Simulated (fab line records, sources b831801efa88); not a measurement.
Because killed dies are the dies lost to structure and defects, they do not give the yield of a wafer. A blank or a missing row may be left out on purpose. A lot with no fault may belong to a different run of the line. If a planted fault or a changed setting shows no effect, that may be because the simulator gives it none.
fab line records    flow sky130
[record] lots = 6  wafers = 17  last_day = 50
route steps=708 shown METAL1@446 VIA1@458
lots that met no fault: taken from a fault-free run of the same line
start_h: start of the lot's first displayed wafer, in hours after the record's first day    wait_h: hours since the lot's step before    " repeats the value in the row above    L1.1+2: a row that stands for several wafers    - value missing, or start not given    * or withheld: withheld    < > ~ a bound
route shown NAME@n: NAME is a module with steps in the file, n the number in the route of the first one    usual: the fault-free wafers' mean and standard deviation    same: alike in all rows    chamber/n: place in a boat    sites: each site's reading    _std_site: the standard deviation of these    _edge_site: inner sites' mean taken away from outer sites' mean    radius_mm: how far each site lies from the wafer's centre    mask NAME#n: copy n    behind: the most recent tool/chamber to have shaped the wafer    hold: what put the lot on hold/how long, in hours/how the hold closed    device: whichever transistor did not switch (one of n, p or np)    end of line: the route-end tests of the same wafers    a step without rows: its recipe alone    killed: dies lost to structure and defects at the first sort, not the wafer's yield    map: per-die view of a wafer (x killed, . not killed, _ where there is no die)
set.NAME: the setting the step ran with; set.NAME@STEP: the setting that earlier step ran with    model.NAME: the simulator's own value behind a step, which no gauge read
lots seen at some steps along the route; tables by step, rows by wafer
services: a tool's chamber out of use, with start hour (start_h, from the record's first day; less than 0 if before it), hours out, and reason
[[steps]]
[step SKY_METAL1_EXPOSE_12]
[recipe] mask_id = MM1  na = 0.8  source_shape = annular  sigma_inner = 0.55  sigma_outer = 0.85  target_cd_nm = 140  dose_mj = 28
[step SKY_METAL1_PEB_13]
[recipe] peb_temp_c = withheld  peb_time_s = withheld  resist = KrF-thick
[step SKY_METAL1_DEVELOP_14]
[recipe] develop_time_s = 60  resist = KrF-thick  dev_temp_c = 21
[step SKY_METAL1_CD_MEAS_15]
[recipe] target_cd_nm = 140
[usual] cd_nm = 139.8/1.6
lot.wafer  tool       chamber  start_h  wait_h  cd_nm
L532.1     cd_sem-01  -        771.95   -       138.5
L532.4     "          -        "        "       138.4
L532.6     "          -        "        "       138.3
L541.1     cd_sem-02  -        844.12   -       141.1
L541.2     "          -        "        "       140.6
L541.3     "          -        "        "       140.5
L544.1     cd_sem-02  -        870.01   -       135.9
L544.5     "          -        "        "       136.8
L551.1     cd_sem-01  -        917.47   -       137.5
L551.3     "          -        "        "       139.0
L551.5     "          -        "        "       138.7
L554.2     cd_sem-01  -        936.69   -       137.6
L554.3     "          -        "        "       138.1
L554.6     "          -        "        "       138.6
L552.2     cd_sem-01  -        939.98   -       140.2
L552.4     "          -        "        "       139.5
L552.5     "          -        "        "       140.9
[step SKY_METAL1_OVL_MEAS_16]
[usual] METAL1_OVL = 4/5.2
lot.wafer  tool        chamber  start_h  wait_h  METAL1_OVL[nm]
L532.1     overlay-01  -        772.07   0.1     5
L532.4     "           -        "        "       19
L532.6     "           -        "        "       19
L541.1     overlay-02  -        844.24   0.1     10
L541.2     "           -        "        "       2
L541.3     "           -        "        "       12
L544.1     overlay-02  -        870.13   0.1     4
L544.5     "           -        "        "       10
L551.1     overlay-01  -        917.59   0.1     -11
L551.3     "           -        "        "       -3
L551.5     "           -        "        "       -8
L554.2     overlay-02  -        936.80   0.1     9
L554.3     "           -        "        "       7
L554.6     "           -        "        "       5
L552.2     overlay-01  -        940.09   0.1     6
L552.4     "           -        "        "       3
L552.5     "           -        "        "       11
[step SKY_METAL1_DESCUM_17]
[recipe] chemistry = O2  source_power_w = 150  bias_power_w = 0  pressure_mtorr = 10  temp_c = 40  time_s = 8
[usual] drypump_motor_current_A = 5.61/0.19  oes_product_au = 1.003/0.0087  temp_c = 40.01/0.13
lot.wafer  tool          chamber  start_h  wait_h  drypump_motor_current_A  oes_product_au  rf_hours_counter_h  temp_c
L532.1     rie_metal-04  0        772.11   0.0     5.91                     0.997           4                   39.80
L532.4     "             1        "        "       5.25                     0.985           -                   39.81
L532.6     "             0        "        "       5.86                     0.995           -                   39.99
L541.1     rie_metal-04  0        844.28   0.0     5.87                     1.001           6                   40.12
L541.2     "             1        "        "       5.24                     1.003           5                   40.19
L541.3     "             0        "        "       5.85                     0.998           -                   40.09
L544.1     rie_metal-01  0        870.17   0.0     5.64                     1.007           11                  39.79
L544.5     "             0        "        "       5.64                     1.013           -                   40.06
L551.1     rie_metal-03  1        917.63   0.0     5.63                     1.004           1                   40.00
L551.3     "             1        "        "       5.61                     0.990           -                   39.94
L551.5     "             0        "        "       5.60                     0.990           -                   40.21
L554.2     rie_metal-04  1        936.83   0.0     5.22                     0.979           9                   40.00
L554.3     "             0        "        "       5.84                     1.005           -                   39.99
L554.6     "             1        "        "       5.23                     0.986           -                   40.25
L552.2     rie_metal-03  0        940.12   0.0     5.61                     1.007           1                   40.22
L552.4     "             0        "        "       5.62                     1.005           -                   40.05
L552.5     "             0        "        "       5.61                     1.012           -                   40.08
[step SKY_METAL1_ETCH_18]
[recipe] chemistry = N2/H2  target = BARC  ion_energy_ev = 200  bias_w = 100  pressure_mtorr = 30  n2_flow_sccm = 100  h2_flow_sccm = 200  icp_w = 500  stop_on = SiO2  time_s = 45.9  target_depth_a = 600
[usual] drypump_motor_current_A = 5.61/0.19  n2_flow_sccm = 100.0/0.3  oes_product_au = 0.855/0.0042  throttle_valve_pct = 13.225/0.0095
lot.wafer  tool          chamber  start_h  wait_h  drypump_motor_current_A  n2_flow_sccm  oes_product_au  rf_hours_counter_h  throttle_valve_pct
L532.1     rie_metal-04  0        772.14   0.0     5.85                     99.7          0.852           4                   13.225
L532.4     "             1        "        "       5.23                     99.9          0.857           -                   13.235
L532.6     "             0        "        "       5.88                     99.8          0.854           -                   13.224
L541.1     rie_metal-04  0        844.31   0.0     5.86                     100.0         0.856           6                   13.199
L541.2     "             1        "        "       5.22                     99.9          0.857           5                   13.233
L541.3     "             0        "        "       5.84                     99.6          0.857           -                   13.220
L544.1     rie_metal-01  0        870.20   0.0     5.64                     99.7          0.856           11                  13.221
L544.5     "             0        "        "       5.64                     100.2         0.850           -                   13.227
L551.1     rie_metal-03  1        917.66   0.0     5.59                     99.6          0.855           1                   13.231
L551.3     "             1        "        "       5.60                     99.7          0.854           -                   13.217
L551.5     "             0        "        "       5.62                     99.7          0.850           -                   13.220
L554.2     rie_metal-04  1        936.86   0.0     5.23                     100.4         0.861           9                   13.226
L554.3     "             0        "        "       5.82                     99.3          0.859           -                   13.216
L554.6     "             1        "        "       5.23                     100.1         0.861           -                   13.218
L552.2     rie_metal-03  0        940.15   0.0     5.63                     99.9          0.850           1                   13.233
L552.4     "             0        "        "       5.61                     99.8          0.857           -                   13.216
L552.5     "             0        "        "       5.61                     99.7          0.854           -                   13.219
[step SKY_METAL1_METAL_ETCH_19]
[recipe] target_depth_a = 3600  stop_on = SiO2  over_etch_frac = 0.3  time_s = 78  chemistry = Cl2/BCl3  resist_sidewall_deg = 88  pressure_mtorr = 10  icp_w = 900  bias_w = 48.5  Cl2_flow_sccm = 60  bcl3_flow_sccm = 30
[usual] drypump_motor_current_A = 5.60/0.19  oes_product_au = 0.852/0.0054  throttle_valve_pct = 22.264/0.0089
lot.wafer  tool          chamber  start_h  wait_h  drypump_motor_current_A  oes_product_au  rf_hours_counter_h  throttle_valve_pct
L532.1     rie_metal-04  0        772.20   0.0     5.85                     0.849           4                   22.288
L532.4     "             1        "        "       5.27                     0.857           -                   22.258
L532.6     "             0        "        "       5.83                     0.862           -                   22.261
L541.1     rie_metal-04  0        844.37   0.0     5.87                     0.856           6                   22.275
L541.2     "             1        "        "       5.24                     0.862           5                   22.264
L541.3     "             0        "        "       5.88                     0.858           -                   22.257
L544.1     rie_metal-01  0        870.26   0.0     5.63                     0.852           11                  22.254
L544.5     "             0        "        "       5.64                     0.854           -                   22.266
L551.1     rie_metal-03  1        917.72   0.0     5.62                     0.852           2                   22.252
L551.3     "             1        "        "       5.64                     0.849           -                   22.279
L551.5     "             0        "        "       5.61                     0.845           -                   22.263
L554.2     rie_metal-04  1        936.93   0.0     5.23                     0.839           9                   22.261
L554.3     "             0        "        "       5.84                     0.850           -                   22.273
L554.6     "             1        "        "       5.23                     0.856           -                   22.265
L552.2     rie_metal-03  0        940.21   0.0     5.61                     0.858           1                   22.267
L552.4     "             0        "        "       5.61                     0.857           -                   22.280
L552.5     "             0        "        "       5.62                     0.852           -                   22.274
[step SKY_METAL1_STRIP_20]
[recipe] chemistry = O2/N2  power_w = 1400  pressure_mtorr = 1500  platen_temp_c = withheld  o2_flow_sccm = 3000  n2_flow_sccm = 300  overash_fraction = 0.5
[usual] drypump_motor_current_A = 5.3/0.4  n2_flow_sccm = 299.9/0.81  oes_product_au = 0.342/0.0049  strip_time_to_endpoint_s = 2.68/0.036
lot.wafer  tool             chamber  start_h  wait_h  drypump_motor_current_A  n2_flow_sccm  oes_product_au  rf_hours_counter_h  strip_time_to_endpoint_s
L532.1     plasma_asher-01  0        772.29   0.1     5.1                      298.8         0.335           3                   2.68
L532.4     "                1        "        "       5.4                      299.7         0.340           -                   2.77
L532.6     "                1        "        "       5.4                      299.9         0.347           -                   2.73
L541.1     plasma_asher-03  1        844.46   0.1     4.9                      300.7         0.341           68                  2.66
L541.2     "                0        "        "       5.3                      299.1         0.339           68                  2.71
L541.3     "                0        "        "       5.3                      300.6         0.341           -                   2.66
L544.1     plasma_asher-01  1        870.35   0.1     5.4                      301.4         0.345           13                  2.65
L544.5     "                0        "        "       5.1                      299.6         0.331           -                   2.64
L551.1     plasma_asher-01  0        917.81   0.1     5.1                      300.9         0.341           18                  2.71
L551.3     "                1        "        "       5.5                      299.5         0.351           -                   2.74
L551.5     "                1        "        "       5.5                      299.5         0.349           -                   2.70
L554.2     plasma_asher-03  1        937.02   0.1     4.8                      299.6         0.342           77                  2.74
L554.3     "                1        "        "       4.9                      299.9         0.342           -                   2.67
L554.6     "                0        "        "       5.3                      301.2         0.338           -                   2.76
L552.2     plasma_asher-03  1        940.30   0.1     4.8                      300.5         0.342           78                  2.69
L552.4     "                0        "        "       5.3                      300.1         0.337           -                   2.70
L552.5     "                0        "        "       5.3                      298.7         0.334           -                   2.66
[step SKY_METAL1_STRIP_21]
[recipe] chemistry = post_etch_residue_remover  time_s = 1200  temp_c = 72.5
[step SKY_METAL1_CLEAN_22]
[recipe] chemistry = IPA  time_s = 180  temp_c = 25
[step SKY_METAL1_CLEAN_23]
[recipe] chemistry = O3/DIW  dry = n2_spin
[step SKY_VIA1_HDPCVD_00]
[recipe] material = SiO2  target_thk_nm = 1030  sigma_open_frac = 0.3  time_s = 171.7  temp_c = 400  sih4_flow_sccm = 60  pressure_mtorr = 6
[usual] run_length_s = 199.6/0.54  susceptor_temp_C = 400.01/0.23
lot.wafer  tool       chamber  start_h  wait_h  run_length_s  susceptor_temp_C  model.SiO2_of_VIA1_HDPCVD_00.thk_nm
L532.1     hdpcvd-01  2        772.89   0.0     199.3         400.61            1039
L532.4     "          2        "        "       199.2         400.22            1051
L532.6     "          0        "        "       199.4         399.97            1037
L541.1     hdpcvd-01  2        845.11   0.0     155.5         -                 760.1
L541.2     "          1        "        "       199.5         400.18            1037
L541.3     "          0        "        "       199.4         400.57            1031
L544.1     hdpcvd-01  1        871.29   0.0     155.9         -                 775.4
L544.5     "          1        "        "       156.0         -                 776.4
L551.1     hdpcvd-02  0        918.43   0.0     198.9         400.15            1021
L551.3     "          1        "        "       199.7         399.87            1029
L551.5     "          0        "        "       199.0         400.31            1034
L554.2     hdpcvd-02  1        937.64   0.0     199.9         399.97            1036
L554.3     "          0        "        "       199.0         400.02            1043
L554.6     "          2        "        "       200.5         399.97            1045
L552.2     hdpcvd-02  0        940.90   0.0     198.7         399.75            1028
L552.4     "          1        "        "       199.4         400.12            1021
L552.5     "          2        "        "       200.1         399.94            1037
[step SKY_VIA1_THK_MEAS_01]
[recipe] reads = SiO2_of_VIA1_HDPCVD_00
[usual] VIA1_HDPCVD_THK = 1034/10
lot.wafer  tool           chamber  start_h  wait_h  hold                      VIA1_HDPCVD_THK[nm]
L532.1     film_metro-01  -        773.05   0.1     -                         1040
L532.4     "              -        "        "       -                         1051
L532.6     "              -        "        "       -                         1037
L541.1     film_metro-02  -        845.22   0.1     await_dispo/0.2h/release  760
L541.2     "              -        "        "       await_dispo/0.2h/release  1038
L541.3     "              -        "        "       await_dispo/0.2h/release  1031
L541.1     film_metro-02  -        845.45   0.2     -                         761
L541.2     "              -        "        "       -                         1037
L541.3     "              -        "        "       -                         1031
L544.1     film_metro-01  -        871.46   0.1     await_dispo/0.2h/release  775
L544.5     "              -        "        "       await_dispo/0.2h/release  777
L544.1     film_metro-01  -        871.69   0.2     -                         776
L544.5     "              -        "        "       -                         777
L551.1     film_metro-02  -        918.55   0.1     -                         1022
L551.3     "              -        "        "       -                         1029
L551.5     "              -        "        "       -                         1035
L554.2     film_metro-04  -        937.76   0.1     -                         1036
L554.3     "              -        "        "       -                         1044
L554.6     "              -        "        "       -                         1044
L552.2     film_metro-01  -        941.02   0.1     -                         1027
L552.4     "              -        "        "       -                         1021
L552.5     "              -        "        "       -                         1037
[step SKY_VIA1_CMP_02]
[recipe] material = SiO2  down_force_psi = 4  platen_rpm = 60  pad_velocity_m_s = 0.94248
[usual] motor_current_A = 12.2/0.92
lot.wafer  tool    chamber  start_h  wait_h  hold                      motor_current_A
L532.4     cmp-02  3        773.16   0.1     -                         11.1
L532.1     "       1        "        "       -                         14.8
L532.6     "       2        "        "       -                         11.4
L541.1     cmp-02  3        853.21   7.8     await_dispo/7.7h/release  10.9
L541.2     "       0        "        "       await_dispo/7.7h/release  12.7
L541.3     "       2        "        "       await_dispo/7.7h/release  11.9
L544.1     cmp-02  3        873.59   1.9     await_dispo/1.7h/release  11.3
L544.5     "       1        "        "       await_dispo/1.7h/release  13.4
L551.3     cmp-02  3        918.61   0.0     -                         11.4
L551.1     "       1        "        "       -                         14.7
L551.5     "       3        "        "       -                         10.7
L554.3     cmp-01  3        940.18   2.4     -                         11.7
L554.2     "       0        "        "       -                         12.1
L554.6     "       2        "        "       -                         12.5
L552.4     cmp-01  1        941.28   0.2     -                         12.1
L552.2     "       3        "        "       -                         12.1
L552.5     "       1        "        "       -                         12.0
[[services]]
tool          chamber  start_h  hours  kind
cmp-01        -        762.99   31.6   pm
hdpcvd-01     1        764.83   16.7   repair
hdpcvd-02     0        779.83   58.9   repair
rie_metal-01  -        793.67   14.6   pm
cmp-02        -        794.59   6.5    pm
cmp-01        -        797.93   1.4    repair
cmp-01        -        803.40   0.2    repair
hdpcvd-01     -        805.18   0.7    repair
hdpcvd-02     1        806.67   4.2    repair
hdpcvd-02     -        810.89   2.8    pm
rie_metal-03  1        813.24   9.5    repair
rie_metal-04  -        827.30   1.4    pm
cmp-01        -        827.74   20.7   repair
hdpcvd-02     -        837.77   0.8    pm
hdpcvd-02     2        846.16   8.6    repair
rie_metal-03  1        868.59   -      clean
rie_metal-03  1        868.59   16.0   scheduled_down
rie_metal-03  1        868.59   16.0   vent_cycle
hdpcvd-01     2        870.17   2.7    repair
cmp-01        -        900.88   0.4    repair
cmp-02        -        909.04   2.0    repair
cmp-01        -        912.00   4.0    pm
cmp-01        -        936.08   2.0    repair
cmp-02        -        936.36   2.5    repair
[[key]]
[first_sign] step = SKY_VIA1_HDPCVD_00  reading = run_length_s  direction = down  sigmas = 81  usual = *  struck = *
[effect] step = SKY_VIA1_THK_MEAS_01  reading = visit  direction = added
[effect] step = SKY_VIA1_THK_MEAS_01  reading = VIA1_HDPCVD_THK  direction = down  sigmas = 26  usual = 1034  struck = 771
[model_effect] step = SKY_VIA1_HDPCVD_00  value = SiO2_of_VIA1_HDPCVD_00.thk_nm  without = 1032  struck = 770.6
met_at SKY_VIA1_HDPCVD_00
struck_wafers L541.1,L544.1,L544.5
onset_between 772.89 845.11
[fault] kind = process_parameter_drift  tool = hdpcvd-01  chamber = -  onset_h = 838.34  steps = SKY_VIA1_HDPCVD_00  channel = time_s  offset = *  shape = step  end_h = 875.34  scope = struck_wafers_only  acts_in = *  stated = *
